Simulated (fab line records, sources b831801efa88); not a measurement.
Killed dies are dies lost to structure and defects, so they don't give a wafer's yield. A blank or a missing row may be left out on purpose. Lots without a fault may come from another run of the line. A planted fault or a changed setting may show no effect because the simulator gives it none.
A struck lot beside a sound one | flow sfq_line | 41 steps out of a route of 325
Sound: wafers L241.1, L241.4, L241.6. Struck: wafers L250.1, L250.2, L250.4. The cause comes at the end.
At each step with rows: each side's tool, then ch and its chambers, then its first start. Under that, the readings that differ: sound wafers | struck wafers | difference of the means | sigmas: that difference in standard deviations of wafers without a fault.
alike: readings whose means differ by less than 2 such deviations, and words and numbers that are the same on both sides. not compared: withheld readings, readings that some wafer has no value for, bounds like >300 that may hide the same value, and numbers for which the record gives no deviation and whose values overlap.
The two part at a step that has a row with sigmas, a row that says differs or no value, or rows on one side only. Numbers that don't overlap but have no deviation are shown without sigmas and don't part them. A reading that every wafer of one side lacks parts them only if that side has two wafers or more.

first, 3 steps without rows for these wafers: SFQ_TRILAYER_I4_VIA_LITHO_EXPOSE_104 (exposes mask I4, target cd 700 nm); SFQ_TRILAYER_I4_VIA_LITHO_PEB_106 (peb time 60 s); SFQ_TRILAYER_I4_VIA_LITHO_DEVELOP_105 (time 60 s).
SFQ_I4_OVL_MEAS_928:
  sound on overlay-01, day 55 12:56; struck on overlay-02, day 56 10:41
  alike: I4_OVL
SFQ_TRILAYER_I4_VIA_BARC_OPEN_VIA_ETCH_146: etches BARC in O2, target depth 125 nm, time 41.7 s.
  sound on rie_diel-03 ch 0,2, day 55 12:58; struck on rie_diel-04 ch 0,1,2, day 56 10:44
  alike: drypump_motor_current_A, oes_product_au
  not compared: rf_hours_counter_h
then, 1 step without rows for these wafers: SFQ_TRILAYER_I4_VIA_ETCH_VIA_ETCH_106 (etches SiO2 in CHF3, stops on Nb, target depth 260 nm).
SFQ_TRILAYER_I4_VIA_STRIP_STRIP_107: strips in O2.
  sound on rie_metal-01 ch 0,1, day 55 13:07; struck on rie_metal-02 ch 0,1, day 56 10:53
  alike: drypump_motor_current_A, oes_product_au
  not compared: rf_hours_counter_h
then, 5 steps without rows for these wafers: SFQ_TRILAYER_I4_VIA_STRIP_SOLV_CLEAN_108 (cleans in NMP, time 600 s); SFQ_TRILAYER_JJ_TRILAYER_DEP_PRE_CLEAN_113 (time 22.5 s); SFQ_TRILAYER_JJ_TRILAYER_DEP_SPUTTER_109 (material Nb, target thk 150 nm, time 100 s); SFQ_TRILAYER_JJ_TRILAYER_DEP_SPUTTER_110 (material Al, target thk 8 nm, time 10 s); SFQ_TRILAYER_JJ_TRILAYER_DEP_AL_OXIDATION_111 (oxidation time 600 s).
SFQ_TRILAYER_JJ_TRILAYER_DEP_SPUTTER_112: material Nb, target thk 170 nm, time 113.3 s.
  sound on pvd_sputter-06, day 55 15:01; struck on pvd_sputter-06, day 56 12:47
  reading                                                      | sound                | struck               | difference | sigmas
  cathode_dc_power_W (W)                                       | 1999.8 1999.6 2000.4 | 2294.5 2295.3 2295.1 | +295.0     | +99 or more
  model.Nb_of_TRILAYER_JJ_TRILAYER_DEP_SPUTTER_112.thk_nm (nm) | 171 171.6 171.7      | 195.5 195.7 193.2    | +23.4      |
  alike: throttle_valve_pct
SFQ_JJ_RS_MEAS_929: measures by four-point-probe.
  sound on film_metro-01, day 55 15:05; struck on film_metro-01, day 56 13:09
  reading           | sound             | struck            | difference | sigmas
  JJ_NB_RS (ohm/sq) | 1.043 1.040 1.043 | 0.914 0.913 0.923 | -0.125     | -13
  not compared: hold
then, 5 steps without rows for these wafers: SFQ_TRILAYER_JJ_CE_LITHO_COAT_114 (resist thk 600 nm); SFQ_TRILAYER_JJ_CE_LITHO_SOFTBAKE_118; SFQ_TRILAYER_JJ_CE_LITHO_EXPOSE_115 (exposes mask J5, target cd 700 nm); SFQ_TRILAYER_JJ_CE_LITHO_PEB_117 (peb time 60 s); SFQ_TRILAYER_JJ_CE_LITHO_DEVELOP_116 (time 60 s).
-- the record jumps here: 5 days lie between the struck wafers' starts before and after --
SFQ_JJ_OVL_MEAS_931:
  sound on overlay-02, day 60 03:23; struck on overlay-02, day 61 05:47
  alike: J5_OVL
then, 1 step without rows for these wafers: SFQ_TRILAYER_JJ_CE_METRO_MEASURE_117.
SFQ_TRILAYER_JJ_CE_BARC_OPEN_RIE_150: chemistry O2, target BARC, target depth 240 nm, time 80 s.
  sound on rie_metal-04 ch 0,1, day 60 04:38; struck on rie_metal-04 ch 0,1, day 61 07:02
  alike: drypump_motor_current_A, oes_product_au
  not compared: rf_hours_counter_h
SFQ_TRILAYER_JJ_CE_ETCH_RIE_118: chemistry SF6, target Nb, stops on Al2O3, time 97.7 s, target depth 170 nm.
  sound on rie_metal-04 ch 0,1, day 60 04:43; struck on rie_metal-04 ch 0,1, day 61 07:07
  alike: drypump_motor_current_A, oes_product_au
  not compared: rf_hours_counter_h
then, 9 steps without rows for these wafers: SFQ_TRILAYER_JJ_ANODIZE_ANODIZE_119; SFQ_TRILAYER_JJ_CE_STRIP_STRIP_120 (strips in O2); SFQ_TRILAYER_JJ_CE_STRIP_SOLV_CLEAN_121 (cleans in NMP, time 600 s); SFQ_TRILAYER_M5_LITHO_COAT_128 (resist thk 62 nm); SFQ_TRILAYER_M5_LITHO_COAT_123 (resist thk 600 nm); SFQ_TRILAYER_M5_LITHO_SOFTBAKE_127; SFQ_TRILAYER_M5_LITHO_EXPOSE_124 (exposes mask M5, target cd 700 nm); SFQ_TRILAYER_M5_LITHO_PEB_126 (peb time 60 s); SFQ_TRILAYER_M5_LITHO_DEVELOP_125 (time 60 s).
-- the record jumps here: 5 days lie between the struck wafers' starts before and after --
SFQ_M5_OVL_MEAS_932:
  sound on overlay-01, day 65 02:19; struck on overlay-01, day 66 10:19
  alike: M5_OVL
then, 1 step without rows for these wafers: SFQ_TRILAYER_M5_BARC_OPEN_METAL_ETCH_161 (etches BARC in O2, target depth 125 nm, time 41.7 s).
SFQ_TRILAYER_M5_ETCH_METAL_ETCH_126: etches Nb in Cl2/BCl3, stops on SiO2, time 203.2 s, target depth 265 nm.
  sound on rie_metal-02 ch 0,1, day 65 02:25; struck on rie_metal-02 ch 0,1, day 66 10:25
  alike: drypump_motor_current_A, oes_product_au
  not compared: rf_hours_counter_h
then, 5 steps without rows for these wafers: SFQ_TRILAYER_M5_STRIP_STRIP_127 (strips in O2); SFQ_TRILAYER_M5_STRIP_SOLV_CLEAN_128 (cleans in NMP, time 600 s); SFQ_TRILAYER_A5B_DEP_PECVD_129 (deposits SiO2 from SiH4/N2O, time 133.33 s, target thk 600 nm); SFQ_TRILAYER_A5B_CMP_CMP_130 (polishes, stops on Nb, target thk 340.7 nm); SFQ_TRILAYER_A5B_METRO_MEASURE_131.
SFQ_TRILAYER_R5_ETCH_METAL_ETCH_139: etches the open film in Cl2, stops on SiO2, target depth 60 nm, time 40 s.
  sound on rie_metal-04 ch 0,1, day 66 12:58; struck on rie_metal-01 ch 0,1, day 66 23:46
  reading                                                      | sound             | struck            | difference | sigmas
  model.Nb_of_TRILAYER_JJ_TRILAYER_DEP_SPUTTER_112.thk_nm (nm) | 161.1 161.7 161.8 | 185.4 185.8 183.1 | +23.2      |
  alike: drypump_motor_current_A, oes_product_au
  not compared: rf_hours_counter_h

WHERE THEY PART
First at SFQ_TRILAYER_JJ_TRILAYER_DEP_SPUTTER_112; last, within this record, at SFQ_JJ_RS_MEAS_929. Later steps at which nothing parts them and some readings are alike: SFQ_JJ_OVL_MEAS_931, SFQ_TRILAYER_JJ_CE_BARC_OPEN_RIE_150, SFQ_TRILAYER_JJ_CE_ETCH_RIE_118, SFQ_M5_OVL_MEAS_932, SFQ_TRILAYER_M5_ETCH_METAL_ETCH_126, SFQ_TRILAYER_R5_ETCH_METAL_ETCH_139.

WHY: what the simulator had put in
Process parameter drift: pvd_sputter-06, from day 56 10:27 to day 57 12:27, at SFQ_TRILAYER_JJ_TRILAYER_DEP_SPUTTER_112. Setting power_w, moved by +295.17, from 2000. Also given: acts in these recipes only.
